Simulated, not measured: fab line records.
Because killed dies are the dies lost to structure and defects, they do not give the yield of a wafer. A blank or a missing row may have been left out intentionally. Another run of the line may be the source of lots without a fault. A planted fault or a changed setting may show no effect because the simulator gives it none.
Which of the tools did it? :: flow gf180mcu :: route of 602 steps, sampled at 1 step: 6 lots, 18 wafers

== WHAT THE GAUGES READ, wafer by wafer ==
GF_M1_CD_MEAS_14: target cd 230 nm.
lot: L197
measured: day 18 00:04
on: cdSem-02
cdNm (nm): 230.0 228.6 228.2

lot: L200
measured: day 18 23:40
on: cdSem-01
cdNm (nm): 231.9 232.9 232.3

lot: L209
measured: day 22 14:22
on: cdSem-01
cdNm (nm): 229.2 230.4 230.6

lot: L210
measured: day 23 02:39
on: cdSem-01
cdNm (nm): 227.9 228.6 228.3

lot: L213
measured: day 23 15:41
on: cdSem-01
cdNm (nm): 229.9 230.3 230.8

lot: L218
measured: day 25 06:43
on: cdSem-02
cdNm (nm): 231.5 230.5 230.9

== WHAT TOOL EACH LOT RAN ON (gives the tool, then ch and the chambers of the sampled wafers, and finally the start) ==
The record holds no process step before these readings.

== THE ANSWER, worked out from the rows above alone ==
Rule: the usual values come from the lots themselves. Put in order of their means at a reading, lots are off if they are a third of the lots or fewer, leave a main group of 4 or more, and stand apart from it by a gap of 3 or more times the standard deviation of the main group's means; of several such gaps the widest counts. If all means in a main group match to the digits the tables above print for the reading, that group is not used. Also off: a lot with no number at a reading for which 4 or more lots have one. All remaining lots with rows at the step are treated as sound.
Across all readings shown, no lot is off: no conclusion can be drawn from this.

== WHAT HAD BEEN PUT IN BY THE SIMULATOR ==
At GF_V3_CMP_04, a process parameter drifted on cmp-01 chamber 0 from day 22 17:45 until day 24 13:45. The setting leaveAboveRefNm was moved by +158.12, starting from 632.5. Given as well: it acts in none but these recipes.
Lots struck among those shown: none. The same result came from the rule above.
